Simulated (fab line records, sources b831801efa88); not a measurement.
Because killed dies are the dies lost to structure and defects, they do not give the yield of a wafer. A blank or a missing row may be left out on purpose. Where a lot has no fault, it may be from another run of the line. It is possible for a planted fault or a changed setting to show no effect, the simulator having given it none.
Check of tool commonality -- flow gf180mcu -- Sample size 10 lots and 36 wafers

== WHY IT WAS OPENED ==
Of 10 lots, 2 have the reading PSD_TW flagged at GF_PSD_TW_MEAS_11. Wafers without a fault read 3180, standard deviation 18.
Rule: a lot is flagged when every wafer of it that has a number lies more than 4 standard deviations from that mean, or none has a number. All remaining lots are regarded as sound.

lot,measured,on,"PSD_TW, wafer by wafer",flag
L999,day 14 14:22,film-metro-01,3161 3166 3181,
L101,day 15 06:00,film-metro-01,3169 3185 3193,
L103,day 16 02:37,film-metro-01,3190 3179 3185,
L108,day 17 20:13,film-metro-04,3207 3204 3226,
L111,day 19 00:05,film-metro-04,3069 3083 3076 3071 3076 3075,FLAGGED
L112,day 19 03:41,film-metro-04,3088 3088 3060 3066 3070 3085,FLAGGED
L113,day 19 16:06,film-metro-03,3158 3168 3175,
L114,day 19 22:33,film-metro-03,3152 3151 3165,
L119,day 21 15:25,film-metro-01,3176 3191 3189,
L120,day 21 19:19,film-metro-01,3192 3179 3175,
Average over the flagged lots: 3076; offset from the usual -104, equal to -6 standard deviations.

== WHICH TOOL EACH LOT WENT THROUGH ==
The record holds 3 process steps before the reading, out of a route of 602 steps. Each cell gives the tool, then ch followed by the chambers the sampled wafers passed through, then the start.
lot,flag,GF_MVSD_STRIP_10,GF_PSD_IMPLANT_09,GF_PSD_STRIP_10
L999,,"plasma-asher-04 ch 0,1, day 4 18:19","implanter-02 ch 0, day 14 14:07","plasma-asher-03 ch 0,1, day 14 14:16"
L101,,"plasma-asher-02 ch 0,1, day 5 03:23","implanter-02 ch 0, day 15 05:45","plasma-asher-01 ch 0,1, day 15 05:54"
L103,,"plasma-asher-02 ch 0,1, day 5 17:12","implanter-01 ch 0, day 16 02:23","plasma-asher-03 ch 0,1, day 16 02:30"
L108,,"plasma-asher-03 ch 0,1, day 6 20:33","implanter-02 ch 0, day 17 19:58","plasma-asher-02 ch 0,1, day 17 20:07"
L111,FLAGGED,"plasma-asher-03 ch 0,1, day 7 16:14","implanter-02 ch 0, day 18 23:52","plasma-asher-02 ch 0,1, day 18 23:59"
L112,FLAGGED,"plasma-asher-02 ch 0,1, day 7 21:11","implanter-02 ch 0, day 19 03:26","plasma-asher-01 ch 0,1, day 19 03:34"
L113,,"plasma-asher-03 ch 0, day 8 03:14","implanter-04 ch 0, day 19 15:51","plasma-asher-01 ch 0,1, day 19 16:00"
L114,,"plasma-asher-02 ch 0,1, day 8 07:06","implanter-04 ch 0, day 19 22:18","plasma-asher-01 ch 0,1, day 19 22:27"
L119,,"plasma-asher-02 ch 0,1, day 9 12:36","implanter-01 ch 0, day 21 15:09","plasma-asher-01 ch 0,1, day 21 15:18"
L120,,"plasma-asher-03 ch 0,1, day 9 16:35","implanter-01 ch 0, day 21 19:04","plasma-asher-01 ch 0,1, day 21 19:12"
What is done by these steps:
- GF_MVSD_STRIP_10: strips in O2/N2.
- GF_PSD_IMPLANT_09
- GF_PSD_STRIP_10: strips in O2/N2.
- GF_PSD_TW_MEAS_11

== FLAGGED OVER TOTAL, TOOL BY TOOL (the gauges that took the reading come last) ==
step,tool,lots run,flagged,share of the flagged lots,sound lots run after its first flagged lot
GF_MVSD_STRIP_10,plasma-asher-02,5,1,some,"2 (L114,L119)"
GF_MVSD_STRIP_10,plasma-asher-03,4,1,some,"2 (L113,L120)"
GF_MVSD_STRIP_10,plasma-asher-04,1,0,none,-
GF_PSD_IMPLANT_09,implanter-01,3,0,none,-
GF_PSD_IMPLANT_09,implanter-02,5,2,all,0
GF_PSD_IMPLANT_09,implanter-04,2,0,none,-
GF_PSD_STRIP_10,plasma-asher-01,6,1,some,"4 (L113,L114,L119,L120)"
GF_PSD_STRIP_10,plasma-asher-02,2,1,some,0
GF_PSD_STRIP_10,plasma-asher-03,2,0,none,-
GF_PSD_TW_MEAS_11,film-metro-01,5,0,none,-
GF_PSD_TW_MEAS_11,film-metro-03,2,0,none,-
GF_PSD_TW_MEAS_11,film-metro-04,3,2,all,0

== WHAT IS ALLOWED BY THE TABLE ==
implanter-02 at GF_PSD_IMPLANT_09 and film-metro-04 at GF_PSD_TW_MEAS_11 are the 2 rows of the table that ran each flagged lot.
- implanter-02 at GF_PSD_IMPLANT_09: 2 of its 5 lots flagged. Its last sound lot is L108 (day 17 19:58), its first flagged lot L111 (day 18 23:52): a fault that began between those two fits. Its own readings (beam-energy-keV) fall more than 4 standard deviations out on all wafers of the flagged lots.
- film-metro-04 at GF_PSD_TW_MEAS_11: 2 of its 3 lots flagged. Its last sound lot is L108 (day 17 20:13), its first flagged lot L111 (day 19 00:05): a fault that began between those two fits.
A lot count leaves these 2 tools indistinguishable: every one of them fits a fault beginning at some hour. More lots, or a look at what each step does to the wafer, might.

== WHAT THE SIMULATOR HAD INSERTED ==
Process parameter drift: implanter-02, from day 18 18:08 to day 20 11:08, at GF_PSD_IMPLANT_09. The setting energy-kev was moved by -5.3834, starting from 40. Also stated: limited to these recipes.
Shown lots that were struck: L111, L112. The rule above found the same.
